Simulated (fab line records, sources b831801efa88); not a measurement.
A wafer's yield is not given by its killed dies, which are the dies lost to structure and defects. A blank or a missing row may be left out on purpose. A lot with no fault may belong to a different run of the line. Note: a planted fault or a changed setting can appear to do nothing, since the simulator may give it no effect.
Split-lot experiment	flow gf180mcu	route with 602 steps; 5 lots, 23 wafers read

== SPLIT DETAILS ==
At GF_M3_SPUTTER_02 (material AlCu, target thk 450 nm, time 23.9 s), the setting power_w was moved away from the recipe's 10600 W on 8 of the 23 wafers read, by +4.2% to +9.2%. For the rest of the wafers, this setting stayed at what the recipe calls for.

== FROM THE SPLIT TO THE READING: what the file shows between them, 3 steps ==
- GF_M3_SPUTTER_03: material Ti, target thk 10 nm, time 6.7 s
- GF_M3_SPUTTER_04: material TiN, target thk 50 nm, time 41.7 s
- GF_M3_RS_MEAS_05: measures by four-point-probe

== THE READING ==
M3_ALCU_THK, in nm, at GF_M3_THK_MEAS_06 (measures by xrf). On this fab line, fault-free wafers typically give 454 nm with a standard deviation of 6.7 nm.

wafer	tool, chamber at the split	power_w as run, W	against the recipe	M3_ALCU_THK, nm	against lot-mates on the recipe
L074.1	pvd_sputter-02, -	10600	recipe	449	-
L074.2	pvd_sputter-02, -	10600	recipe	451	-
L074.4	pvd_sputter-02, -	10600	recipe	448	-
L074.5	pvd_sputter-02, -	10600	recipe	447	-
L074.6	pvd_sputter-02, -	10600	recipe	457	-
L077.1	pvd_sputter-02, -	10600	recipe	444	-
L077.2	pvd_sputter-02, -	11580	+9.2%	492	+44
L077.4	pvd_sputter-02, -	10600	recipe	453	-
L077.5	pvd_sputter-02, -	11580	+9.2%	485	+36
L077.6	pvd_sputter-02, -	11580	+9.2%	494	+46
L079.1	pvd_sputter-01, -	10600	recipe	444	-
L079.3	pvd_sputter-01, -	10600	recipe	440	-
L079.6	pvd_sputter-01, -	10600	recipe	440	-
L078.1	pvd_sputter-02, -	10600	recipe	455	-
L078.2	pvd_sputter-02, -	11050	+4.2%	474	+21
L078.4	pvd_sputter-02, -	11050	+4.2%	470	+17
L078.5	pvd_sputter-02, -	10600	recipe	455	-
L078.6	pvd_sputter-02, -	10600	recipe	449	-
L084.1	pvd_sputter-01, -	10600	recipe	457	-
L084.2	pvd_sputter-01, -	11350	+7.1%	481	+24
L084.3	pvd_sputter-01, -	10600	recipe	456	-
L084.5	pvd_sputter-01, -	11350	+7.1%	483	+26
L084.6	pvd_sputter-01, -	11350	+7.1%	489	+32

FIT RESULTS
A straight line over all 23 wafers: M3_ALCU_THK changes by +4.6 nm for each +1% of power_w; r = +0.96; the points scatter about the line by 5.4 nm.
The same after taking each lot's own level away (the mean of its wafers on the recipe; 23 wafers): +4.33 nm for each +1%; r = +0.98; scatter 3.5 nm.
The reading moves by 40 nm for the largest change in power_w, on that fit.
Across the lots, their own levels run from 441.3 to 456.5 nm, a range of 2.3 times the standard deviation given above.
So the lot-to-lot level changes the slope little: the two slopes agree.
Check: +39.1 nm against its lot-mates is what the line predicts for one of the wafers moved furthest among these (+9.2%) when that wafer is left out of the fit. It came out at +43.5 nm against them.

== THE WHOLE CHAIN: every reading that the file lists as answering this split, in the file's order ==
step	what it does	reading	change (the file's fit)	r (the file's)
GF_M3_SPUTTER_02	material AlCu, target thk 450 nm, time 23.9 s	AlCu_of_M3_SPUTTER_02.thk_nm (the simulator's own value, which no gauge read)	+4.2 nm for each +1% of the setting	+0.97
GF_M3_RS_MEAS_05	measures by four-point-probe	M3_ALCU_RS	-0.00061 for each +1% of the setting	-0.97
GF_M3_THK_MEAS_06	measures by xrf	M3_ALCU_THK	+4.31 for each +1% of the setting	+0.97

== FILE'S OWN FIT ==
M3_ALCU_THK changes by +4.31 nm for each +1% of power_w, r = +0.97.
